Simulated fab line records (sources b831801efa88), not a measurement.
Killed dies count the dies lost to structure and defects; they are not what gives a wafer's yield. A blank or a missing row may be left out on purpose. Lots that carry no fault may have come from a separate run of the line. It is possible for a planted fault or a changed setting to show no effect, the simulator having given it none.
Which tool was responsible? | flow gf180mcu | 12 lots, 36 wafers sampled, at 1 step of a route of 602

== WHAT EACH GAUGE READ, for each wafer ==
GF_LVPWELL_TW_MEAS_11.
lot  | measured    | on            | LVPWELL_TW
L075 | day 4 03:53 | film_metro-01 | 563 554 558
L077 | day 4 14:10 | film_metro-01 | 555 557 555
L079 | day 5 00:49 | film_metro-02 | 567 570 568
L081 | day 5 15:36 | film_metro-01 | 555 555 554
L083 | day 6 01:39 | film_metro-02 | 564 562 565
L085 | day 6 09:11 | film_metro-01 | 556 555 557
L087 | day 6 22:58 | film_metro-01 | 553 556 556
L089 | day 7 12:52 | film_metro-01 | 554 554 557
L091 | day 7 22:28 | film_metro-01 | 554 558 556
L093 | day 8 08:20 | film_metro-01 | 560 558 556
L095 | day 8 20:23 | film_metro-02 | 558 558 559
L097 | day 9 07:43 | film_metro-03 | 557 561 561

== TOOL THAT RAN EACH LOT (tool first, then ch and the chambers of the sampled wafers, then the start) ==
There is no process step in the record ahead of these readings.

== THE ANSWER, worked out from the rows above alone ==
Rule: what is usual is taken from the lots themselves. Put in order of their means at a reading, lots are off if they are a third of the lots or fewer, leave a main group of 4 or more, and stand apart from it by a gap of 3 or more times the standard deviation of the main group's means; of several such gaps the widest counts. If all means in a main group match to the digits the tables above print for the reading, that group is not used. Also off: a lot with no number at a reading for which 4 or more lots have one. Any other lot the step has rows for is counted as sound.
None of the lots is off at any reading shown; this tells nothing.

== WHAT WAS PUT IN BY THE SIMULATOR ==
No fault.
